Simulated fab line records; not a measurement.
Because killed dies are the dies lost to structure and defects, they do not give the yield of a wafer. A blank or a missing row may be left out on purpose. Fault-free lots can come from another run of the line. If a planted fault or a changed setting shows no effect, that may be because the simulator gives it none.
Problem report, 8D (eight disciplines) form, completed by code + flow sky130 + the parts of the form that need people (team, actions taken, sign-off) are left out

## 1. THE ISSUE
cdNm at SKY_SONOS_TUNNEL_CD_MEAS_07 reads a mean of 379.3 nm on 6 wafers of 2 lots; wafers without a fault read 409.6 nm with a standard deviation of 1.8. That is -17 standard deviations from the usual mean.
The step: target cd 410 nm.
Seen first at day 16 19:55 on cdSem-02, wafer L395.2. The record holds 39 wafers of 13 lots with a number at this step. Rule for "out" (also "out of limits"): further than 4 standard deviations from the usual mean. The rest of the wafers with a number are treated as sound.

## 2. WHAT THIS IS AND IS NOT
| question                    | is                     | is not                                                              |
|-----------------------------|------------------------|---------------------------------------------------------------------|
| which readings at this step | cdNm                   | -                                                                   |
| which lots                  | L395, L397             | L380, L381, L382, L383, L384, L385, L388, L390, L391, L394, L398    |
| which wafers of those lots  | all that have a number | -                                                                   |
| read on which gauges        | cdSem-02               | cdSem-01                                                            |
| when                        | from day 16 19:55      | up to then (30 sound wafers); but 3 sound wafers of L398 came after |

## 3. SUSPECTS, AND WHAT RULES EACH OUT
Counting: any tool at a process step up to the reading is kept as a suspect provided that every lot that is out went through it and no sound lot did after the first of them.
- the gauge at SKY_SONOS_TUNNEL_CD_MEAS_07: kept. All the wafers that are out were read on cdSem-02, and no step on other tools shows them out.
- plasmaAsher-03 at SKY_VT_ADJUST_PCH_STRIP_09 (strips in O2/N2): kept. It ran every lot that is out, first L395 (day 15 15:59), and no sound lot after that; its last sound lot up to then is L391 (day 14 16:14).
- lithoTrack-04 at SKY_SONOS_TUNNEL_DEVELOP_06 (develop time 60 s): kept. It ran every lot that is out, first L395 (day 16 19:46), and no sound lot after that; its last sound lot up to then is L391 (day 15 19:21).
After the count, these remain: plasmaAsher-03 at SKY_VT_ADJUST_PCH_STRIP_09, lithoTrack-04 at SKY_SONOS_TUNNEL_DEVELOP_06 and cdSem-02 at SKY_SONOS_TUNNEL_CD_MEAS_07.

## 4. THE CAUSE (what the simulator had put in)
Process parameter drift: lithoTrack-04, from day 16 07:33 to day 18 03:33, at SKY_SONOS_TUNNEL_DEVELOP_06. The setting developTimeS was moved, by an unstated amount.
Of the 3 suspects that counting leaves, this tool is one.

## 5. THE EFFECT CHAIN, in route order
Each row: a reading where the mean over the struck wafers with a number is more than 3 standard deviations away from the usual. Readings are gone through only where the record gives a usual standard deviation; hours: the median, over the lots, of the time from a lot's start at the first step in this table giving one to that lot's start at this step; sigmas: the change measured in usual standard deviations.
| hours | step                        | reading | usual    | on struck wafers | change | sigmas |
|-------|-----------------------------|---------|----------|------------------|--------|--------|
| 0     | SKY_SONOS_TUNNEL_CD_MEAS_07 | cdNm    | 409.6 nm | 379.3            | -30.3  | -17    |
At these later measuring or inspecting steps, every struck wafer for which the step has a row has a number for every such reading, and none has moved that far: SKY_SONOS_ONO_OVL_MEAS_14.

## 6. WHAT WOULD HAVE CAUGHT IT SOONER
In this record the first reading out of limits at a measuring or inspecting step was taken at day 16 19:55, 12 hours after the fault began at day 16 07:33.
Of the lots that are out (2), L397 began SKY_SONOS_TUNNEL_DEVELOP_06 on lithoTrack-04 after day 16 19:55. Putting the tool on hold at that point would have spared it.
